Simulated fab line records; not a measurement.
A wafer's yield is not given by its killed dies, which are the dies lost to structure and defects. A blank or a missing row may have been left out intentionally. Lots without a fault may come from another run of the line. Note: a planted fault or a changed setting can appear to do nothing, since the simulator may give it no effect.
Chamber matching :: flow sky130 :: cmp-01 running SKY_CONTACT_CMP_27: 4 sister chambers
The step polishes, stops on SiO2, t overpolish 15 s, target thk 0 nm. 4 wafers are shown with their chamber, then 11 later ones without.

WAFERS, EACH WITH ITS CHAMBER
wafer: L088.3
chamber: 2
motorCurrentA (A): 11.2

wafer: L089.3
chamber: 0
motorCurrentA (A): 10.8

wafer: L089.6
chamber: 1
motorCurrentA (A): 10.9

wafer: L092.3
chamber: 3
motorCurrentA (A): 11.5

WAFERS WITHOUT THEIR CHAMBER
wafer: L092.4
motorCurrentA (A): 11.8

wafer: L092.5
motorCurrentA (A): 11.6

wafer: L093.1
motorCurrentA (A): 12.6

wafer: L093.3
motorCurrentA (A): 11.5

wafer: L093.6
motorCurrentA (A): 11.0

wafer: L094.1
motorCurrentA (A): 11.4

wafer: L094.2
motorCurrentA (A): 11.7

wafer: L094.3
motorCurrentA (A): 12.5

wafer: L096.3
motorCurrentA (A): 11.1

wafer: L096.5
motorCurrentA (A): 11.7

wafer: L096.6
motorCurrentA (A): 11.9

THE CHAMBER EACH PASSED THROUGH
wafer: L092.4
from the rows above: can't be placed: 3 or 2 or 1 or 0
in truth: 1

wafer: L092.5
from the rows above: can't be placed: 3 or 2 or 1 or 0
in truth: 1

wafer: L093.1
from the rows above: can't be placed: 3 or 2 or 1 or 0
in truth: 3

wafer: L093.3
from the rows above: can't be placed: 3 or 2 or 1 or 0
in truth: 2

wafer: L093.6
from the rows above: can't be placed: 1 or 0 or 2 or 3
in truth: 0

wafer: L094.1
from the rows above: can't be placed: 3 or 2 or 1 or 0
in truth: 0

wafer: L094.2
from the rows above: can't be placed: 3 or 2 or 1 or 0
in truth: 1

wafer: L094.3
from the rows above: can't be placed: 3 or 2 or 1 or 0
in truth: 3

wafer: L096.3
from the rows above: can't be placed: 2 or 1 or 0 or 3
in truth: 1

wafer: L096.5
from the rows above: can't be placed: 3 or 2 or 1 or 0
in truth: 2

wafer: L096.6
from the rows above: can't be placed: 3 or 2 or 1 or 0
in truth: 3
Placed correctly: 0 of 11. Cannot be placed on the basis of these rows: 11; the candidates contain the true chamber in 11. Wrongly placed: 0.
How it was worked out, from the rows above alone: a wafer's distance from a chamber is the root of the sum, over the readings, of the square of ((its reading less the chamber's mean) divided by the reading's scatter). If the next closest chamber is less than 2 further off than the closest, the wafer can't be placed; otherwise it belongs to the closest. For every chamber, the mean is computed from those of its wafers that are shown. The scatter: root of mean squared gap, hidden wafer to nearest shown wafer, with one shown wafer a chamber.
